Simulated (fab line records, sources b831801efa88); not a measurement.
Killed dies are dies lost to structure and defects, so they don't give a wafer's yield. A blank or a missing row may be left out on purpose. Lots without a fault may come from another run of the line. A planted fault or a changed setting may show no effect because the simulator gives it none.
Split-lot experiment | flow sky130 | 5 lots, 23 wafers read, on a route of 708 steps

THE SPLIT
At SKY_CAP2M_METAL_ETCH_13 (etches TiN in Cl2/BCl3, stops on SiO2, target depth 220 nm, time 62.9 s), the setting time_s was moved away from the recipe's 62.9 s on 5 of the 23 wafers read, by -6.3% to +4.8%. The other wafers ran this setting at the recipe's value.

The reading is taken at the split's own step.

THE READING
NOVOLAK_of_CAP2M_COAT_07.thk_nm (the simulator's own value, which no gauge read), in nm, at SKY_CAP2M_METAL_ETCH_13 (etches TiN in Cl2/BCl3, stops on SiO2, target depth 220 nm, time 62.9 s). The file gives no usual value for it. The 18 wafers here that ran the recipe average 991.9 nm, standard deviation 3.6 nm.

wafer  | tool, chamber at the split | time_s as run, s | against the recipe | NOVOLAK_of_CAP2M_COAT_07.thk_nm, nm | against lot-mates on the recipe
L074.1 | rie_metal-01, 1            | 65.91            | +4.8%              | 976.2                               | -9.3
L074.2 | rie_metal-01, 0            | 65.91            | +4.8%              | 975.1                               | -10.4
L074.3 | rie_metal-01, 1            | 62.9             | recipe             | 985.1                               | -
L074.5 | rie_metal-01, 0            | 62.9             | recipe             | 985.9                               | -
L074.6 | rie_metal-01, 1            | 65.91            | +4.8%              | 975.7                               | -9.8
L075.1 | rie_metal-03, 0            | 62.9             | recipe             | 991.5                               | -
L075.3 | rie_metal-03, 1            | 62.9             | recipe             | 991.7                               | -
L075.4 | rie_metal-03, 0            | 62.9             | recipe             | 995.7                               | -
L075.5 | rie_metal-03, 1            | 62.9             | recipe             | 992.9                               | -
L075.6 | rie_metal-03, 0            | 62.9             | recipe             | 992.8                               | -
L077.1 | rie_metal-03, 1            | 62.9             | recipe             | 996.5                               | -
L077.2 | rie_metal-03, 0            | 62.9             | recipe             | 995.4                               | -
L077.4 | rie_metal-03, 0            | 62.9             | recipe             | 989.9                               | -
L077.5 | rie_metal-03, 1            | 58.92            | -6.3%              | 1007                                | +13.1
L077.6 | rie_metal-03, 0            | 58.92            | -6.3%              | 1005                                | +11.1
L081.1 | rie_metal-03, 1            | 62.9             | recipe             | 1000                                | -
L081.3 | rie_metal-03, 1            | 62.9             | recipe             | 993.2                               | -
L081.4 | rie_metal-03, 0            | 62.9             | recipe             | 991.3                               | -
L085.1 | rie_metal-02, 1            | 62.9             | recipe             | 987.1                               | -
L085.2 | rie_metal-02, 1            | 62.9             | recipe             | 991.8                               | -
L085.3 | rie_metal-02, 1            | 62.9             | recipe             | 991.8                               | -
L085.4 | rie_metal-02, 1            | 62.9             | recipe             | 990.7                               | -
L085.5 | rie_metal-02, 1            | 62.9             | recipe             | 990.7                               | -

THE FIT
A straight line over all 23 wafers: NOVOLAK_of_CAP2M_COAT_07.thk_nm changes by -2.76 nm for each +1% of time_s; r = -0.90; the points scatter about the line by 3.6 nm.
The same after taking each lot's own level away (the mean of its wafers on the recipe; 23 wafers): -1.97 nm for each +1%; r = -0.93; scatter 2.1 nm.
On that fit, the largest move of time_s shifts the reading by 12 nm.
The lots' own levels span 985.50 to 994.83 nm, that is 2.6 times the standard deviation above.
So the lot-to-lot level changes the slope: the two fits differ.
Check: with one of the wafers moved furthest among these (-6.3%) left out of the fit, the line predicts +12.1 nm for it against its lot-mates. It came out at +13.1 nm against them.

OTHER SPLITS ON THESE WAFERS
These wafers also went through other splits before the reading. Each is held against what the fit with the lots' levels taken away leaves over:
other split on the same wafers          | wafers away from the commonest value | r with NOVOLAK_of_CAP2M_COAT_07.thk_nm (lot level and that fit taken away)
SKY_VIA2_ETCH_14 source_w               | 11                                   | -0.03
SKY_CAPM_SPUTTER_02 time_s              | 9                                    | -0.17
SKY_CAPM_SOFTBAKE_08 temp_c             | 9                                    | -0.08
SKY_METAL3_METAL_ETCH_18 bias_w         | 6                                    | -0.06
SKY_VIA3_ETCH_15 time_s                 | 12                                   | -0.06
SKY_VIA3_SPUTTER_20 chamber_pressure_pa | 18                                   | -0.02
SKY_CAP2M_DEVELOP_11 dev_temp_c         | 10                                   | +0.03

THE FILE'S OWN FIT
NOVOLAK_of_CAP2M_COAT_07.thk_nm changes by -1.98 nm for each +1% of time_s, r = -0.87.
